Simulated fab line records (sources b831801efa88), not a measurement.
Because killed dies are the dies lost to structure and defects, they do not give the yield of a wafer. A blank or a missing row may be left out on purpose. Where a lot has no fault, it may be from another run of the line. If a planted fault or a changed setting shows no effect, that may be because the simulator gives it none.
Which tool is to blame? -- flow sky130 -- 39 wafers from 13 lots sampled at 5 of the route's 708 steps

## WHAT THE GAUGES SHOWED, per wafer
SKY_POLY_GATE_CD_MEAS_22.
lot,measured,on,cd-nm (nm)
L232,day 16 10:56,cd-sem-01,154 145 146
L233,day 16 12:29,cd-sem-01,147 143 147
L234,day 17 07:16,cd-sem-01,143 152 143
L236,day 17 20:37,cd-sem-01,147 147 154
L246,day 21 16:01,cd-sem-02,146 150 148
L248,day 22 07:35,cd-sem-01,149 148 143
L247,day 22 05:48,cd-sem-02,153 153 153
L249,day 22 19:36,cd-sem-02,153 153 152
L250,day 22 19:34,cd-sem-01,147 152 144
L252,day 23 09:28,cd-sem-02,149 149 148
L253,day 23 20:01,cd-sem-02,156 156 153
L254,day 24 08:17,cd-sem-01,145 147 146
L255,day 24 13:49,cd-sem-01,151 149 151

SKY_LI_CONTACT_THK_MEAS_01.
lot,measured,on,LI_CONTACT_HDPCVD_THK (nm)
L232,day 27 20:57,film-metro-03,909 947 913
L233,day 27 23:33,film-metro-01,914 943 953
L234,day 28 14:58,film-metro-01,925 954 943
L236,day 29 04:01,film-metro-03,940 936 1058
L246,day 32 16:13,film-metro-03,932 958 957
L248,day 33 03:16,film-metro-03,945 919 938
L247,day 33 02:32,film-metro-03,941 921 928
L249,day 33 15:16,film-metro-03,913 928 905
L250,day 33 14:28,film-metro-03,950 947 942
L252,day 34 03:43,film-metro-03,927 909 941
L253,day 34 11:21,film-metro-01,925 946 920
L254,day 34 23:45,film-metro-03,925 932 926
L255,day 35 02:10,film-metro-03,937 951 928

## TOOL THAT RAN EACH LOT (tool first, then ch and the chambers of the sampled wafers, then the start)
lot,SKY_GATE_OXIDE_STRIP_13,SKY_LDD_P_STRIP_10,SKY_LI_CONTACT_HDPCVD_00
L232,"plasma-asher-01 ch 0,1, day 13 19:28","plasma-asher-01 ch 0,1, day 18 22:41","hdpcvd-01 ch 0,1, day 27 20:51"
L233,"plasma-asher-03 ch 1, day 13 20:22","plasma-asher-02 ch 0,1, day 19 01:23","hdpcvd-01 ch 0,1, day 27 23:26"
L234,"plasma-asher-03 ch 0,1, day 14 15:15","plasma-asher-02 ch 0,1, day 19 21:35","hdpcvd-01 ch 0,1,2, day 28 14:51"
L236,"plasma-asher-03 ch 0,1, day 15 00:46","plasma-asher-03 ch 0,1, day 20 11:02","hdpcvd-01 ch 0,1,2, day 29 03:55"
L246,"plasma-asher-03 ch 0,1, day 18 15:31","plasma-asher-03 ch 0,1, day 24 06:17","hdpcvd-02 ch 0,1, day 32 16:07"
L248,"plasma-asher-03 ch 0,1, day 19 08:41","plasma-asher-01 ch 0,1, day 24 20:34","hdpcvd-01 ch 0,1,2, day 33 03:09"
L247,"plasma-asher-01 ch 0,1, day 19 08:50","plasma-asher-03 ch 0,1, day 24 18:37","hdpcvd-02 ch 0,1, day 33 02:26"
L249,"plasma-asher-01 ch 0,1, day 19 20:52","plasma-asher-03 ch 0,1, day 25 08:49","hdpcvd-02 ch 0,2, day 33 15:09"
L250,"plasma-asher-03 ch 0,1, day 19 20:56","plasma-asher-03 ch 0,1, day 25 07:55","hdpcvd-01 ch 1,2, day 33 14:21"
L252,"plasma-asher-03 ch 0,1, day 20 13:25","plasma-asher-02 ch 0,1, day 25 21:58","hdpcvd-02 ch 0,1, day 34 03:36"
L253,"plasma-asher-02 ch 0,1, day 20 23:43","plasma-asher-02 ch 0,1, day 26 08:17","hdpcvd-01 ch 0,1,2, day 34 11:15"
L254,"plasma-asher-03 ch 0,1, day 21 12:22","plasma-asher-02 ch 0,1, day 26 19:20","hdpcvd-02 ch 1,2, day 34 23:39"
L255,"plasma-asher-01 ch 0,1, day 21 18:40","plasma-asher-03 ch 0,1, day 26 23:23","hdpcvd-01 ch 1,2, day 35 02:03"
- SKY_GATE_OXIDE_STRIP_13: strips in O2/N2.
- SKY_LDD_P_STRIP_10: strips in O2/N2.
- SKY_LI_CONTACT_HDPCVD_00: deposits PSG, target thk 930 nm, time 155 s.

## WHAT THE TOOLS THEMSELVES READ (means of the sampled wafers that have a number; where no wafer has one, the mark that the record gives instead)
SKY_GATE_OXIDE_STRIP_13.
lot,tool,chamber-pressure-mTorr (mTorr),drypump-motor-current-A (A),oes-product-au (a.u.),strip-time-to-endpoint-s (s)
L232,plasma-asher-01,1500.1,5.7,0.719,14.24
L233,plasma-asher-03,1500.1,5.3,0.715,14.24
L234,plasma-asher-03,1500.7,5.5,0.709,14.19
L236,plasma-asher-03,1500.4,5.6,0.716,14.17
L246,plasma-asher-03,1500.2,5.7,0.712,14.15
L248,plasma-asher-03,1500.5,5.6,0.713,14.21
L247,plasma-asher-01,1500.2,5.7,0.718,14.18
L249,plasma-asher-01,1500.3,6.0,0.715,14.16
L250,plasma-asher-03,1500.5,5.6,0.712,14.23
L252,plasma-asher-03,1501.4,5.6,0.720,14.18
L253,plasma-asher-02,1500.1,5.9,0.710,14.14
L254,plasma-asher-03,1500.7,5.5,0.716,14.20
L255,plasma-asher-01,1500.5,5.7,0.712,14.17

SKY_LDD_P_STRIP_10.
lot,tool,chamber-pressure-mTorr (mTorr),drypump-motor-current-A (A),oes-product-au (a.u.),strip-time-to-endpoint-s (s)
L232,plasma-asher-01,1501.0,6.0,0.720,14.20
L233,plasma-asher-02,1499.6,5.5,0.717,14.20
L234,plasma-asher-02,1500.0,5.5,0.718,14.19
L236,plasma-asher-03,1500.5,5.5,0.718,14.17
L246,plasma-asher-03,1500.3,5.6,0.716,14.15
L248,plasma-asher-01,1499.9,5.9,0.716,14.25
L247,plasma-asher-03,1500.6,5.6,0.710,14.20
L249,plasma-asher-03,1499.3,5.6,0.714,14.23
L250,plasma-asher-03,1500.3,5.5,0.720,14.22
L252,plasma-asher-02,1498.0,5.9,0.717,14.19
L253,plasma-asher-02,1499.4,5.9,0.712,14.28
L254,plasma-asher-02,1500.5,5.6,0.718,14.18
L255,plasma-asher-03,1499.1,5.5,0.713,14.17

SKY_LI_CONTACT_HDPCVD_00.
lot,tool,pressure-mtorr (mTorr),run-length-s (s)
L232,hdpcvd-01,6.017,182.9
L233,hdpcvd-01,6.005,183.0
L234,hdpcvd-01,5.996,182.8
L236,hdpcvd-01,5.998,189.9
L246,hdpcvd-02,5.986,183.0
L248,hdpcvd-01,6.007,183.0
L247,hdpcvd-02,6.001,183.2
L249,hdpcvd-02,5.997,183.0
L250,hdpcvd-01,5.986,183.0
L252,hdpcvd-02,6.009,183.2
L253,hdpcvd-01,6.003,182.8
L254,hdpcvd-02,6.001,183.0
L255,hdpcvd-01,5.991,183.2

## THE ANSWER, worked out from the rows above alone
Rule: the usual values come from the lots themselves. The widest of any qualifying gaps counts: lots, ordered by their means at a reading, are off when they make up no more than a third of the lots, leave a main group of 4 or more, and stand apart from it by 3 or more times the standard deviation of that group's means. A main group is skipped when, at the precision printed for the reading in the tables above, its means are all equal. Also off: a lot with no number at a reading for which 4 or more lots have one. Where the step has rows for the other lots, those lots are counted as sound. After the gauges, taken in route order, come the tools' own readings; for these a lot's mean is taken, as printed above. At the first step where some lot is off, the reading lying furthest off is the one used; lots without a number count as furthest.
Off: L236, at SKY_LI_CONTACT_THK_MEAS_01 (LI_CONTACT_HDPCVD_THK). The main group: mean 933 nm, standard deviation 9.4.
If a tool, at a process step before that reading, ran all the lots that are off and no sound lot after the first of them, it fits. The gauges at SKY_LI_CONTACT_THK_MEAS_01 aren't tried: what is off there is off at SKY_LI_CONTACT_HDPCVD_00 too, on other tools, and a gauge's error can't cause that. Of those tried, none fits.

## WHAT THE SIMULATOR HAD PUT IN
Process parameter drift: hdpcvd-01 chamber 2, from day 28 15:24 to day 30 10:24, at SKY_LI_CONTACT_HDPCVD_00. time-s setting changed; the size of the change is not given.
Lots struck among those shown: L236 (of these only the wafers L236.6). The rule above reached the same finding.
